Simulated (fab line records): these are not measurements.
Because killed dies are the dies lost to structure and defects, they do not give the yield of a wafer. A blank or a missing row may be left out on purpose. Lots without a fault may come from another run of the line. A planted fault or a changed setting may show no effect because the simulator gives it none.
fab line records | flow sky130
record: lots: 5 wafers: 15 last-day: 48
route steps=708 shown FIELD_ISO@7 NWELL@32 DNWELL@35 PWDE@45 PAD_OPEN@708
lots that met no fault: from a run of the same line without faults
start-h: hours from the record's first day to the start of the lot's first wafer shown | wait-h: hours since the lot's step before | " same as the row above | L1.1+2: one row covering several wafers at once | - value missing, or start not given | * or withheld: withheld | < > ~ a bound
route shown NAME@n: names a module that has steps shown in the file, with the first one's number in the route | usual: the fault-free wafers' mean and standard deviation | same: alike in all rows | chamber/n: place in a boat | sites: the reading at each site | _std_site: their standard deviation | _edge_site: inner sites' mean taken away from outer sites' mean | radius-mm: how far each site lies from the wafer's centre | mask NAME#n: copy n | behind: the most recent tool/chamber to have shaped the wafer | hold: why the lot went on hold/how many hours it stayed there/how the hold came to an end | device: transistor that didn't switch, given as n, p or np | end of line: tests run on the same wafers once the route is complete | a step given without rows: its recipe and nothing more | killed: dies that structure and defects cost at the first sort, which is not the same as the wafer's yield | map: dies across one wafer; x = killed, . = not, _ = none there
set.NAME: the setting that was run; set.NAME@STEP: the one run at that earlier step | model.NAME: the simulator's own value behind a step, which no gauge read
lots at selected steps of the route; one table per step, one row per wafer
services: from which hour (start-h, from the record's first day; less than 0 if before it) a tool's chamber was out of use, for how many hours, and why
== steps ==
step: SKY_FIELD_ISO_HMDS_06
recipe: prime-time-s: 60 prime-temp-c: 120
step: SKY_FIELD_ISO_COAT_07
recipe: resist: BARC temp-c: withheld time-s: withheld spin-rpm: 3000 resist-thk-nm: 60
step: SKY_FIELD_ISO_COAT_08
recipe: resist: KrF-thick spin-rpm: 3000 resist-thk-nm: 450
step: SKY_FIELD_ISO_SOFTBAKE_09
recipe: temp-c: 100 time-s: 90 resist: KrF-thick
step: SKY_FIELD_ISO_EXPOSE_10
recipe: mask-id: FOM na: 0.68 source-shape: annular sigma-inner: 0.4 sigma-outer: 0.8 target-cd-nm: 150 dose-mj: 28
step: SKY_FIELD_ISO_PEB_11
recipe: peb-temp-c: withheld peb-time-s: withheld resist: KrF-thick
step: SKY_FIELD_ISO_DEVELOP_12
recipe: develop-time-s: 60 resist: KrF-thick dev-temp-c: 21
step: SKY_FIELD_ISO_CD_MEAS_13
recipe: target-cd-nm: 150
usual: cd-nm: 151.0/1.3
columns lot.wafer tool chamber start-h wait-h cd-nm
L300.2 cd-sem-02 - 33.61 - 149.3
L300.5 " - " " 148.7
L300.6 " - " " 148.4
L303.2 cd-sem-01 - 50.15 - 152.5
L303.3 " - " " 152.1
L303.6 " - " " 150.9
L304.3 cd-sem-02 - 57.08 - 151.5
L304.5 " - " " 152.2
L304.6 " - " " 151.9
L309.1 cd-sem-01 - 80.73 - 149.2
L309.2 " - " " 150.1
L309.6 " - " " 150.1
L312.3 cd-sem-01 - 98.72 - 151.6
L312.4 " - " " 151.3
L312.5 " - " " 153.5
step: SKY_FIELD_ISO_ETCH_14
recipe: chemistry: N2/H2 target: BARC ion-energy-ev: 200 source-w: 500 bias-w: 100 pressure-mtorr: 30 n2-flow-sccm: 100 h2-flow-sccm: 200 stop-on: SiO2 time-s: 45.9 target-depth-a: 600
usual: drypump-motor-current-A: 5.5/0.37 oes-product-au: 0.855/0.0047 throttle-valve-pct: 13.224/0.0092
columns lot.wafer tool chamber start-h wait-h drypump-motor-current-A oes-product-au rf-hours-counter-h throttle-valve-pct
L300.2 rie-diel-01 2 33.71 0.1 5.8 0.866 171 13.222
L300.5 " 2 " " 5.8 0.863 - 13.224
L300.6 " 3 " " 5.4 0.854 - 13.226
L303.2 rie-diel-01 3 50.25 0.1 5.4 0.860 52 13.218
L303.3 " 0 " " 4.9 0.855 49 13.221
L303.6 " 0 " " 4.9 0.854 - 13.242
L304.3 rie-diel-02 3 57.16 0.1 5.5 0.851 39 13.224
L304.5 " 1 " " 6.0 0.851 - 13.227
L304.6 " 0 " " 5.8 0.857 - 13.241
L309.1 rie-diel-03 2 80.85 0.1 5.9 0.859 113 13.240
L309.2 " 3 " " 5.1 0.856 144 13.230
L309.6 " 3 " " 5.1 0.855 - 13.233
L312.3 rie-diel-03 2 98.80 0.1 5.9 0.849 113 13.232
L312.4 " 3 " " 5.1 0.856 144 13.225
L312.5 " 3 " " 5.1 0.860 - 13.232
step: SKY_FIELD_ISO_ETCH_15
recipe: chemistry: CHF3/O2 target-depth-nm: 180 stop-on: Si source-w: 600 bias-w: 200 pressure-mtorr: 40 chf3-flow-sccm: 50 O2_flow_sccm: 5 time-s: 72
usual: drypump-motor-current-A: 5.5/0.37 oes-product-au: 0.948/0.0067 throttle-valve-pct: 8.845/0.0091
columns lot.wafer tool chamber start-h wait-h drypump-motor-current-A oes-product-au rf-hours-counter-h throttle-valve-pct
L300.2 rie-diel-01 2 33.75 0.0 5.8 0.948 171 8.844
L300.5 " 2 " " 5.8 0.947 - 8.848
L300.6 " 3 " " 5.5 0.947 - 8.835
L303.2 rie-diel-01 3 50.30 0.0 5.4 0.968 52 8.838
L303.3 " 0 " " 4.8 0.953 49 8.852
L303.6 " 0 " " 4.8 0.955 - 8.846
L304.3 rie-diel-02 3 57.20 0.0 5.5 0.949 39 8.839
L304.5 " 1 " " 6.0 0.940 - 8.834
L304.6 " 0 " " 5.8 0.937 - 8.831
L309.1 rie-diel-03 2 80.90 0.0 5.9 0.948 113 8.833
L309.2 " 3 " " 5.1 0.950 144 8.853
L309.6 " 3 " " 5.1 0.951 - 8.851
L312.3 rie-diel-03 2 98.85 0.0 5.8 0.950 113 8.849
L312.4 " 3 " " 5.1 0.955 144 8.857
L312.5 " 3 " " 5.1 0.945 - 8.849
step: SKY_FIELD_ISO_STRIP_16
recipe: chemistry: O2/N2 power-w: 1400 pressure-mtorr: 1500 platen-temp-c: withheld o2-flow-sccm: 3000 n2-flow-sccm: 300 overash-fraction: 0.5
usual: drypump-motor-current-A: 5.6/0.56 oes-product-au: 0.378/0.0054 strip-time-to-endpoint-s: 3.56/0.05
columns lot.wafer tool chamber start-h wait-h drypump-motor-current-A oes-product-au rf-hours-counter-h strip-time-to-endpoint-s
L300.2 plasma-asher-04 0 33.81 0.0 6.7 0.382 33 3.59
L300.5 " 0 " " 6.7 0.387 - 3.56
L300.6 " 1 " " 4.7 0.377 - 3.56
L303.2 plasma-asher-04 0 50.35 0.0 6.7 0.380 35 3.60
L303.3 " 1 " " 4.7 0.378 - 3.48
L303.6 " 1 " " 4.7 0.378 - 3.50
L304.3 plasma-asher-02 0 57.29 0.1 5.1 0.374 - 3.46
L304.5 " 1 " " 5.9 0.378 - 3.52
L304.6 " 0 " " 5.1 0.386 - 3.53
L309.1 plasma-asher-03 1 80.95 0.0 5.4 0.386 41 3.61
L309.2 " 0 " " 5.8 0.381 41 3.60
L309.6 " 0 " " 5.8 0.379 - 3.65
L312.3 plasma-asher-03 0 98.94 0.1 5.8 0.369 - 3.56
L312.4 " 1 " " 5.5 0.384 - 3.62
L312.5 " 0 " " 5.8 0.381 - 3.60
step: SKY_FIELD_ISO_ETCH_17
recipe: target-depth-a: 3420 mask-material: Si3N4 chemistry: HBr/Cl2/O2 target: Si taper-deg: 5 icp-w: 600 bias-w: 150 pressure-mtorr: 15 HBr_flow_sccm: 150 Cl2_flow_sccm: 40 O2_flow_sccm: 6 time-s: 97.7
usual: drypump-motor-current-A: 5.5/0.38 oes-product-au: 1.002/0.016 throttle-valve-pct: 25.655/0.013
columns lot.wafer tool chamber start-h wait-h drypump-motor-current-A oes-product-au rf-hours-counter-h throttle-valve-pct
L300.2 rie-si-02 1 33.91 0.1 5.1 1.013 40 25.652
L300.5 " 0 " " 5.0 1.017 - 25.651
L300.6 " 1 " " 5.1 1.005 - 25.638
L303.2 rie-si-02 0 50.45 0.1 5.0 1.002 152 25.663
L303.3 " 1 " " 5.1 1.012 40 25.648
L303.6 " 2 " " 5.4 0.994 - 25.662
L304.3 rie-si-02 3 57.36 0.0 5.8 0.980 2 25.658
L304.5 " 3 " " 5.8 0.990 - 25.654
L304.6 " 0 " " 5.0 1.018 - 25.654
L309.1 rie-si-01 0 81.05 0.1 5.5 1.026 114 25.650
L309.2 " 1 " " 6.1 0.980 42 25.670
L309.6 " 0 " " 5.5 1.024 - 25.640
L312.3 rie-si-01 1 99.00 0.0 6.1 0.968 43 25.683
L312.4 " 0 " " 5.5 1.029 114 25.633
L312.5 " 3 " " 5.9 1.008 - 25.641
step: SKY_FIELD_ISO_WET_ETCH_18
recipe: chemistry: H3PO4 target-depth-nm: 25 temp-c: 160 target: Si3N4 time-s: 297.3
usual: bath-heat-duty-pct: 26.6/2.7
columns lot.wafer tool chamber start-h wait-h bath-heat-duty-pct
L300.2 wet-bench-03 0 33.98 0.0 26.1
L300.5 " 0 " " 27.3
L300.6 " 0 " " 28.3
L303.2 wet-bench-04 2 50.52 0.0 26.5
L303.3 " 2 " " 27.2
L303.6 " 2 " " 26.4
L304.3 wet-bench-04 2 57.43 0.0 25.8
L304.5 " 2 " " 26.7
L304.6 " 2 " " 27.8
L309.1 wet-bench-01 2 81.12 0.0 22.9
L309.2 " 2 " " 23.2
L309.6 " 2 " " 26.4
L312.3 wet-bench-01 1 99.07 0.0 24.7
L312.4 " 1 " " 23.0
L312.5 " 1 " " 23.5
step: SKY_FIELD_ISO_CLEAN_19
recipe: chemistry: SC1/SC2 mix: 1:4:20 temp-c: 70 time-s: 150
step: SKY_FIELD_ISO_CLEAN_20
recipe: chemistry: dHF time-s: 20 dilution: 100:1
step: SKY_FIELD_ISO_WET_ETCH_21
recipe: chemistry: dHF dilution: 100:1 target-depth-nm: 20 dry: ipa-marangoni target: SiO2 temp-c: 25 time-s: 400
step: SKY_FIELD_ISO_OXIDATION_22
recipe: temp-c: 950 ambient: O2 stabilise-s: 600 purge-s: 300 target-thk-a: 100 ox-time-s: 623
step: SKY_FIELD_ISO_THK_MEAS_23
recipe: reads: SiO2_of_FIELD_ISO_OXIDATION_22
usual: FIELD_ISO_OXIDATION_01_THK: 9.89/0.2
columns lot.wafer tool chamber start-h wait-h FIELD_ISO_OXIDATION_01_THK[nm]
L300.2 film-metro-01 - 35.45 0.0 10.01
L300.5 " - " " 10.03
L300.6 " - " " 9.77
L303.2 film-metro-01 - 53.04 0.0 9.87
L303.3 " - " " 9.88
L303.6 " - " " 9.60
L304.3 film-metro-01 - 60.28 0.0 9.83
L304.5 " - " " 9.94
L304.6 " - " " 9.97
L309.1 film-metro-03 - 85.60 0.0 9.92
L309.2 " - " " 9.85
L309.6 " - " " 9.85
L312.3 film-metro-03 - 100.55 0.0 9.67
L312.4 " - " " 9.60
L312.5 " - " " 9.55
step: SKY_FIELD_ISO_CVD_24
recipe: material: SiO2 target-thk-nm: 595 temp-c: 650 sigma-open-frac: 0.3 time-s: 99.2 sih4-flow-sccm: 60 pressure-mtorr: 6
step: SKY_FIELD_ISO_THK_MEAS_25
recipe: reads: SiO2_of_FIELD_ISO_CVD_24
usual: FIELD_ISO_CVD_24_THK: 591/8.8
columns lot.wafer tool chamber start-h wait-h FIELD_ISO_CVD_24_THK[nm]
L300.2 film-metro-03 - 35.58 0.0 605
L300.5 " - " " 597
L300.6 " - " " 579
L303.2 film-metro-03 - 53.17 0.0 584
L303.3 " - " " 574
L303.6 " - " " 588
L304.3 film-metro-03 - 60.41 0.1 596
L304.5 " - " " 590
L304.6 " - " " 597
L309.1 film-metro-02 - 85.73 0.0 587
L309.2 " - " " 582
L309.6 " - " " 600
L312.3 film-metro-02 - 100.68 0.1 598
L312.4 " - " " 604
L312.5 " - " " 592
step: SKY_FIELD_ISO_ANNEAL_26
recipe: temp-c: 1000 time-s: 1800 ambient: N2
step: SKY_FIELD_ISO_CMP_27
recipe: stop-on: Si3N4 t-overpolish-s: 16 down-force-psi: 4 platen-rpm: 60 target-thk-nm: 457.8 pad-velocity-m-s: 0.94248
usual: motor-current-A: 11.9/1.1 overpolish-run-s: 15.999/0.0098 time-to-endpoint-s: 109/4.5
columns lot.wafer tool chamber start-h wait-h motor-current-A overpolish-run-s time-to-endpoint-s
L300.2 cmp-02 1 38.34 0.1 9.6 16.003 115
L300.6 " 0 " " 12.3 15.987 106
L300.5 " 1 " " 10.2 16.018 112
L303.2 cmp-01 2 56.16 0.0 12.9 15.986 110
L303.3 " 0 " " 12.7 15.993 113
L303.6 " 2 " " 13.4 15.995 110
L304.3 cmp-01 0 63.10 0.0 12.0 15.998 114
L304.5 " 0 " " 12.6 15.995 112
L304.6 " 1 " " 10.7 16.001 107
L309.1 cmp-01 2 88.61 0.0 13.3 15.989 115
L309.2 " 1 " " 10.6 15.998 111
L309.6 " 3 " " 12.5 16.008 110
L312.4 cmp-02 3 102.41 0.2 11.3 15.992 109
L312.3 " 1 " " 9.9 15.990 115
L312.5 " 2 " " 13.4 16.006 104
step: SKY_FIELD_ISO_WET_ETCH_28
recipe: chemistry: dHF target-depth-nm: 23.7 target: SiO2 dilution: 10:1 temp-c: 25 time-s: 47
step: SKY_FIELD_ISO_WET_ETCH_29
recipe: chemistry: H3PO4 target-depth-nm: 160 target: Si3N4 temp-c: 160 time-s: 1825
step: SKY_FIELD_ISO_WET_ETCH_30
recipe: chemistry: dHF target-depth-nm: 25 target: SiO2 dilution: 10:1 temp-c: 25 time-s: 50
step: SKY_NWELL_CLEAN_00
recipe: chemistry: SC1/SC2 mix: 1:4:20 temp-c: 70 time-s: 150 dry: n2-spin
step: SKY_NWELL_OXIDATION_01
recipe: temp-c: 900 ambient: O2 stabilise-s: 600 purge-s: 300 target-thk-a: 100 ox-time-s: 1418
step: SKY_NWELL_THK_MEAS_02
recipe: reads: SiO2_of_NWELL_OXIDATION_01
usual: NWELL_OXIDATION_THK: 9.91/0.19
columns lot.wafer tool chamber start-h wait-h NWELL_OXIDATION_THK[nm]
L300.2 film-metro-03 - 40.91 0.0 9.74
L300.5 " - " " 9.74
L300.6 " - " " 9.68
L303.2 film-metro-02 - 59.69 0.0 9.63
L303.3 " - " " 9.73
L303.6 " - " " 9.81
L304.3 film-metro-04 - 69.31 0.0 9.84
L304.5 " - " " 9.74
L304.6 " - " " 9.65
L309.1 film-metro-02 - 92.11 0.0 9.89
L309.2 " - " " 9.94
L309.6 " - " " 9.91
L312.3 film-metro-02 - 105.03 0.0 10.02
L312.4 " - " " 9.99
L312.5 " - " " 9.87
step: SKY_DNWELL_DEHYDRATE_00
recipe: temp-c: 200 time-s: 60
step: SKY_DNWELL_HMDS_01
recipe: prime-time-s: 60 prime-temp-c: 120
step: SKY_DNWELL_COAT_02
recipe: spin-rpm: 2000 resist-thk-nm: 3044
step: SKY_DNWELL_SOFTBAKE_03
recipe: temp-c: 110 time-s: withheld
step: SKY_DNWELL_EXPOSE_04
recipe: mask-id: DNM na: 0.57 target-cd-nm: 3000 dose-mj: 222
step: SKY_DNWELL_PEB_05
recipe: temp-c: 115 time-s: withheld
step: SKY_DNWELL_DEVELOP_06
recipe: wall-angle-deg: 90 developer: TMAH develop-time-s: 60 dev-temp-c: 23
step: SKY_DNWELL_IMPLANT_07
recipe: species: P energy-kev: withheld dose-cm2: withheld tilt-deg: withheld
step: SKY_DNWELL_STRIP_08
recipe: chemistry: O2/N2 power-w: 1400 pressure-mtorr: 1500 platen-temp-c: withheld o2-flow-sccm: 3000 n2-flow-sccm: 300 overash-fraction: 0.5
step: SKY_DNWELL_TW_MEAS_09
usual: DNWELL_TW: 1112/14
columns lot.wafer tool chamber start-h wait-h DNWELL_TW
L300.2 film-metro-02 - 56.69 0.1 1103
L300.5 " - " " 1105
L300.6 " - " " 1104
L303.2 film-metro-04 - 75.65 0.1 1090
L303.3 " - " " 1085
L303.6 " - " " 1092
L304.3 film-metro-02 - 85.45 0.1 1097
L304.5 " - " " 1098
L304.6 " - " " 1099
L309.1 film-metro-03 - 109.54 0.1 1135
L309.2 " - " " 1143
L309.6 " - " " 1134
L312.3 film-metro-04 - 122.85 0.1 1120
L312.4 " - " " 1117
L312.5 " - " " 1109
step: SKY_PWDE_DEHYDRATE_00
recipe: temp-c: 200 time-s: 60
step: SKY_PWDE_HMDS_01
recipe: prime-time-s: 60 prime-temp-c: 120
step: SKY_PWDE_COAT_02
recipe: spin-rpm: 2000 resist-thk-nm: 3000
step: SKY_PWDE_SOFTBAKE_03
recipe: temp-c: 110 time-s: withheld
step: SKY_PAD_OPEN_PROBE_99
usual: killed_at_M0_to_M3: 44/6.6 killed_at_M4_up: 2.9/1.8 killed-at-contacts: 24/4.8 killed-at-front-end: 15/4.5 killed-at-other: 0.3/0.64 killed-dies: 86/8.7 killed-open: 47/6.5 killed-short: 39/5.8
same: gross-dies: 492 killed-at-back-side: 0
columns lot.wafer tool chamber start-h wait-h hold killed_at_M0_to_M3 killed_at_M4_up killed-at-contacts killed-at-front-end killed-at-other killed-dies killed-open killed-short
L300.2 prober-02 - 1076.40 0.1 - 41 4 19 18 1 83 41 41
L300.5 prober-02 - 1076.55 0.2 - 57 1 18 16 0 92 54 38
L300.6 prober-02 - 1076.60 0.2 - 42 2 29 12 1 86 37 48
L303.2 prober-01 - 1093.54 0.1 - 38 5 27 13 0 83 40 43
L303.3 prober-01 - 1093.59 0.2 - 48 3 20 17 0 88 51 37
L303.6 prober-01 - 1093.74 0.2 - 53 2 24 15 0 94 44 50
L304.3 prober-02 - 1109.01 0.2 - 51 6 17 19 0 93 55 38
L304.5 prober-02 - 1109.11 0.2 - 36 2 22 15 0 75 40 35
L304.6 prober-02 - 1109.16 0.2 - 53 2 26 19 0 100 54 46
L309.1 prober-02 - 1138.44 0.1 - 52 2 17 11 0 82 42 40
L309.2 prober-02 - 1138.49 0.1 - 41 4 23 14 0 82 41 41
L312.3 prober-02 - 1149.18 0.2 await-dispo/2.0h/release 44 0 18 56 0 118 46 33
L312.4 prober-02 - 1149.23 0.2 await-dispo/2.0h/release 42 2 19 53 0 116 49 25
L312.5 prober-02 - 1149.28 0.2 await-dispo/2.0h/release 35 1 29 57 0 122 48 30
killed by level:class
L300.2 LI_CONTACT:geometric-particle:open=8 VIA2:geometric-particle:open=8 FIELD_ISO:geometric-particle:short=6 POLY_GATE:geometric-particle:open=6 METAL3:geometric-particle:short=6 VIA2:geometric-particle:short=5 CONTACT:geometric-particle:short=4 VIA1:geometric-particle:open=4
L300.5 VIA2:geometric-particle:open=13 VIA1:geometric-particle:open=12 FIELD_ISO:geometric-particle:open=8 CONTACT:geometric-particle:open=8 VIA2:geometric-particle:short=5 METAL1:geometric-particle:short=5 VIA1:geometric-particle:short=5 METAL2:geometric-particle:short=5
L300.6 CONTACT:geometric-particle:open=13 CONTACT:geometric-particle:short=8 VIA1:geometric-particle:open=8 METAL2:geometric-particle:short=7 VIA2:geometric-particle:open=7 METAL1:geometric-particle:short=6 VIA1:geometric-particle:short=6 FIELD_ISO:geometric-particle:short=4
L303.2 CONTACT:geometric-particle:open=13 METAL2:geometric-particle:short=7 LI_CONTACT:geometric-particle:short=6 VIA1:geometric-particle:short=6 VIA1:geometric-particle:open=6 VIA2:geometric-particle:open=6 FIELD_ISO:geometric-particle:open=4 POLY_GATE:geometric-particle:short=4
L303.3 VIA1:geometric-particle:open=14 CONTACT:geometric-particle:open=11 VIA1:geometric-particle:short=9 METAL1:geometric-particle:short=6 FIELD_ISO:geometric-particle:open=5 VIA2:geometric-particle:open=5 POLY_GATE:geometric-particle:open=4 LI_CONTACT:geometric-particle:open=4
L303.6 VIA1:geometric-particle:open=12 CONTACT:geometric-particle:open=9 METAL2:geometric-particle:short=7 VIA1:geometric-particle:short=6 METAL1:geometric-particle:short=6 VIA3:geometric-particle:short=6 POLY_GATE:geometric-particle:short=5 LI_CONTACT:geometric-particle:short=5
L304.3 VIA1:geometric-particle:open=16 VIA3:geometric-particle:open=9 VIA1:geometric-particle:short=7 VIA2:geometric-particle:open=7 FIELD_ISO:geometric-particle:short=6 POLY_GATE:geometric-particle:open=5 CONTACT:geometric-particle:open=5 CONTACT:geometric-particle:short=4
L304.5 VIA1:geometric-particle:open=11 CONTACT:geometric-particle:open=9 FIELD_ISO:geometric-particle:short=5 VIA2:geometric-particle:open=5 VIA3:geometric-particle:open=5 METAL1:geometric-particle:short=4 POLY_GATE:geometric-particle:short=4 LI_CONTACT:geometric-particle:open=4
L304.6 VIA1:geometric-particle:open=14 CONTACT:geometric-particle:open=12 VIA2:geometric-particle:open=10 METAL2:geometric-particle:short=7 VIA3:geometric-particle:short=7 LI_CONTACT:geometric-particle:open=6 CONTACT:geometric-particle:short=6 FIELD_ISO:geometric-particle:open=5
L309.1 VIA1:geometric-particle:open=12 VIA1:geometric-particle:short=8 METAL2:geometric-particle:short=7 VIA2:geometric-particle:open=6 METAL3:geometric-particle:short=5 LI_CONTACT:geometric-particle:open=5 CONTACT:geometric-particle:open=5 VIA3:geometric-particle:open=5
L309.2 VIA1:geometric-particle:open=8 METAL2:geometric-particle:short=7 VIA3:geometric-particle:open=7 CONTACT:geometric-particle:open=6 LOCAL_INTERCONNECT:geometric-particle:short=5 FIELD_ISO:geometric-particle:short=5 CONTACT:geometric-particle:short=5 LI_CONTACT:geometric-particle:open=5
L312.3 FIELD_ISO:unspecified=38 VIA1:geometric-particle:open=8 VIA1:geometric-particle:short=7 VIA2:geometric-particle:open=7 LI_CONTACT:geometric-particle:open=6 CONTACT:geometric-particle:open=6 METAL1:geometric-particle:short=6 VIA3:geometric-particle:open=5
L312.4 FIELD_ISO:unspecified=41 VIA1:geometric-particle:open=16 LI_CONTACT:geometric-particle:open=10 VIA3:geometric-particle:open=6 CONTACT:geometric-particle:open=5 METAL1:geometric-particle:short=5 VIA2:geometric-particle:open=4 POLY_GATE:geometric-particle:short=3
L312.5 FIELD_ISO:unspecified=43 CONTACT:geometric-particle:open=9 LI_CONTACT:geometric-particle:open=8 VIA3:geometric-particle:open=7 VIA1:geometric-particle:open=7 METAL2:geometric-particle:short=5 POLY_GATE:geometric-particle:open=4 LOCAL_INTERCONNECT:geometric-particle:short=4
map L312.5 (x killed, . not)
__________.........x_________
________..x..........._______
______xx................_____
_____..x..x....xx.......x____
____...x.x.......x........___
___...x.....x.x......xxx.x.__
__.x..x.......x.....xxx.xx.._
_.....x......x...x.xxxxx.x...
_...........xx.xxxxxxxxx.x...
_.....x.......x..xxxxxxx.x.x.
_...x...xx......xxxxxxx.xx..x
_.....xx..x....xxx.x.xxxxxx..
_xx.....x.x....x...x.x....x..
_x....x....x......x..x......x
_....x.....x........x........
__.x...........x..x........._
___..............xx....x.x.__
____....xxx..xx.x.....x.x.___
_____........xx..........____
______.................._____
________.x....x......._______
__________.......x.._________
map L309.1 (x killed, . not)
__________..x..x...x_________
________..x..x.xx....._______
______x......x....xx...._____
_____.......x.xx.......x.____
____...x..x.x...........x.___
___........x.x......x..x...__
__x..x..x....x.............._
_...x.x.....x...x..........x.
_.....x..........x.x..x......
_.....x...x........x.........
_.x.......xx..xxxx..........x
_.......x.x...x..x....x.x..x.
_.......x........x...........
_...............x..x......x..
_............................
__.......x..x.x.x.....x...xx_
___.x....x..x..............__
____.........xx...x....x.x___
_____...xx............x..____
______.......x...x......_____
________x........x...._______
__________x........._________
== services ==
columns tool chamber start-h hours kind
rie-si-02 2 27.49 - clean
rie-si-02 2 27.49 18.8 scheduled-down
rie-si-02 2 27.49 18.8 vent-cycle
rie-diel-03 - 32.98 37.7 repair
cmp-02 - 44.21 4.0 pm
rie-diel-03 3 44.86 2.0 repair
plasma-asher-03 - 49.17 14.6 pm
rie-si-02 - 51.42 0.4 repair
rie-diel-01 2 57.55 - clean
rie-diel-01 2 57.55 18.7 scheduled-down
rie-diel-01 2 57.55 18.7 vent-cycle
wet-bench-04 - 59.50 19.3 repair
rie-si-02 - 61.31 2.8 pm
cmp-02 - 61.98 3.2 repair
cmp-02 - 65.19 4.0 pm
cmp-02 - 69.19 - consumable-replace:conditioner
cmp-02 - 69.19 - consumable-replace:pad
rie-si-02 0 73.78 - clean
rie-si-02 0 73.78 21.6 scheduled-down
rie-si-02 0 73.78 21.6 vent-cycle
rie-diel-02 0 87.47 4.7 repair
rie-diel-01 1 87.64 6.8 repair
cmp-02 - 92.26 7.0 pm
cmp-01 - 97.17 6.4 repair
== key ==
first-sign: step: SKY_PAD_OPEN_PROBE_99 reading: killed-at-front-end direction: up sigmas: 9 usual: 15 struck: 55
effect: step: SKY_PAD_OPEN_PROBE_99 reading: killed-dies direction: up sigmas: 3.8 usual: 86 struck: 119
met-at SKY_FIELD_ISO_WET_ETCH_18
struck-wafers L312.3,L312.4,L312.5
tester-left-out L312
also-fits time
fault: kind: chamber-particle-source tool: wet-bench-01 chamber: 1 onset-h: 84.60 steps: SKY_FIELD_ISO_WET_ETCH_18 rate-per-visit-cm2: 0.37663 end-h: 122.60
tester-left-out: of these lots the tester's yield and bins aren't shown, on N5 and GAA mostly nor the transistor test; their killed dies are dies lost to structure and defects alone, not to doping, threshold or leakage, so they don't give the yield
